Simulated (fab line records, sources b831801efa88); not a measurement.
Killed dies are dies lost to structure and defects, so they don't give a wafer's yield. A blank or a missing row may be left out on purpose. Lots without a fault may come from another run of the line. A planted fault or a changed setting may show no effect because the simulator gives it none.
Which tool did it? | flow sky130 | 12 lots, 36 wafers sampled, at 3 steps of a route of 708

WHAT THE GAUGES READ, wafer by wafer
SKY_LDD_P_CD_MEAS_07: target cd 380 nm. Usual: cd_nm 379.9 nm, standard deviation 2.3.
lot  | measured     | on        | cd_nm (nm)        | flag
L109 | day 19 00:50 | cd_sem-01 | 378.3 376.9 377.4 |
L110 | day 19 10:41 | cd_sem-01 | 382.0 379.8 378.8 |
L111 | day 19 14:28 | cd_sem-02 | 376.6 377.2 379.9 |
L120 | day 23 16:09 | cd_sem-01 | 384.3 382.0 382.8 |
L121 | day 23 19:58 | cd_sem-02 | 376.8 378.7 376.5 |
L122 | day 24 04:39 | cd_sem-01 | 378.7 379.3 380.7 |
L124 | day 24 16:43 | cd_sem-02 | 380.1 376.6 379.4 |
L126 | day 25 12:50 | cd_sem-02 | 378.9 380.7 382.3 |
L127 | day 25 14:41 | cd_sem-02 | 382.7 381.5 382.2 |
L129 | day 26 10:51 | cd_sem-01 | 380.4 379.5 380.2 |
L130 | day 27 12:07 | cd_sem-01 | 376.7 377.2 377.1 |
L131 | day 27 12:29 | cd_sem-02 | 381.5 382.6 380.8 |

WHICH TOOL RAN EACH LOT (tool, then ch and the chambers of the sampled wafers, then the start)
lot  | SKY_VT_ADJUST_LVTN_STRIP_20          | SKY_LDD_N_IMPLANT_13
L109 | plasma_asher-01 ch 0,1, day 7 19:58  | implanter-01 ch 0, day 17 18:51
L110 | plasma_asher-03 ch 0,1, day 8 00:28  | implanter-01 ch 0, day 18 04:02
L111 | plasma_asher-03 ch 0,1, day 8 04:50  | implanter-02 ch 0, day 18 07:21
L120 | plasma_asher-04 ch 0,1, day 11 03:32 | implanter-04 ch 0, day 22 09:51
L121 | plasma_asher-01 ch 1, day 11 11:21   | implanter-02 ch 0, day 22 13:09
L122 | plasma_asher-01 ch 0, day 11 13:10   | implanter-02 ch 0, day 22 22:19
L124 | plasma_asher-04 ch 0,1, day 12 01:12 | implanter-01 ch 0, day 23 10:21
L126 | plasma_asher-04 ch 0,1, day 12 19:39 | implanter-01 ch 0, day 24 07:10
L127 | plasma_asher-04 ch 0,1, day 12 21:19 | implanter-01 ch 0, day 24 08:44
L129 | plasma_asher-04 ch 1, day 13 12:03   | implanter-04 ch 0, day 25 05:26
L130 | plasma_asher-03 ch 0,1, day 14 05:39 | implanter-02 ch 0, day 26 06:32
L131 | plasma_asher-01 ch 0,1, day 14 11:27 | implanter-04 ch 0, day 26 07:17
- SKY_VT_ADJUST_LVTN_STRIP_20: strips in O2/N2.
- SKY_LDD_N_IMPLANT_13

WHAT THE TOOLS THEMSELVES READ (means of the sampled wafers that have a number; where no wafer has one, the mark that the record gives instead)
SKY_VT_ADJUST_LVTN_STRIP_20. Usual: chamber_pressure_mTorr 1499.9 mTorr, standard deviation 1.3; drypump_motor_current_A 5.6 A, standard deviation 0.48; oes_product_au 0.715 a.u., standard deviation 0.0042; strip_time_to_endpoint_s 14.16 s, standard deviation 0.043.
lot  | tool            | chamber_pressure_mTorr (mTorr) | drypump_motor_current_A (A) | oes_product_au (a.u.) | strip_time_to_endpoint_s (s) | flag
L109 | plasma_asher-01 | 1499.0                         | 5.2                         | 0.714                 | 14.16                        |
L110 | plasma_asher-03 | 1499.7                         | 5.2                         | 0.717                 | 14.18                        |
L111 | plasma_asher-03 | 1500.0                         | 5.0                         | 0.714                 | 14.17                        |
L120 | plasma_asher-04 | 1500.1                         | 6.1                         | 0.715                 | 14.12                        |
L121 | plasma_asher-01 | 1499.1                         | 5.4                         | 0.715                 | 14.22                        |
L122 | plasma_asher-01 | 1501.1                         | 5.1                         | 0.713                 | 14.19                        |
L124 | plasma_asher-04 | 1500.7                         | 6.0                         | 0.718                 | 14.16                        |
L126 | plasma_asher-04 | 1500.7                         | 6.0                         | 0.716                 | 14.16                        |
L127 | plasma_asher-04 | 1501.1                         | 6.0                         | 0.719                 | 14.21                        |
L129 | plasma_asher-04 | 1500.3                         | 6.2                         | 0.715                 | 14.17                        |
L130 | plasma_asher-03 | 1499.2                         | 5.0                         | 0.718                 | 14.18                        |
L131 | plasma_asher-01 | 1500.9                         | 5.2                         | 0.712                 | 14.15                        |

SKY_LDD_N_IMPLANT_13. Usual: beam_energy_keV 50.000, standard deviation 0.016; beam_on_s 10.02 s, standard deviation 0.23; tilt_deg 29.994 degrees, standard deviation 0.018.
lot  | tool         | beam_energy_keV | beam_on_s (s) | tilt_deg (degrees) | flag
L109 | implanter-01 | 50.006          | 9.93          | 29.988             |
L110 | implanter-01 | 49.980          | 10.01         | 29.992             |
L111 | implanter-02 | 50.023          | 9.84          | 29.985             |
L120 | implanter-04 | 50.010          | 10.08         | 29.983             |
L121 | implanter-02 | 50.005          | 10.00         | 0.007              | OFF
L122 | implanter-02 | 49.981          | 10.16         | -0.019             | OFF
L124 | implanter-01 | 49.989          | 9.86          | 29.993             |
L126 | implanter-01 | 49.991          | 9.91          | 29.997             |
L127 | implanter-01 | 50.005          | 9.84          | 29.976             |
L129 | implanter-04 | 49.988          | 10.21         | 30.000             |
L130 | implanter-02 | 50.006          | 10.15         | 30.009             |
L131 | implanter-04 | 50.012          | 10.14         | 29.994             |

THE ANSWER, worked out from the rows above alone
Rule: a lot is off if the mean of its wafers that have a number lies more than 3 standard deviations from the usual mean. A lot without any number at a reading at which 4 lots or more have one is off too. The other lots that the step has rows for count as sound. The gauges are gone through in route order, then the tools' own readings, and for those a lot's mean is taken as printed above. The first step at which some lot is off is used, and at that step the reading that is off furthest; a lot without a number counts as furthest.
Off: L121, L122, at SKY_LDD_N_IMPLANT_13 (tilt_deg).
A tool fits if, at that step or a process step before it, it ran every lot that is off, and no sound lot after the first of them. None of those tried fits.

WHAT THE SIMULATOR HAD PUT IN
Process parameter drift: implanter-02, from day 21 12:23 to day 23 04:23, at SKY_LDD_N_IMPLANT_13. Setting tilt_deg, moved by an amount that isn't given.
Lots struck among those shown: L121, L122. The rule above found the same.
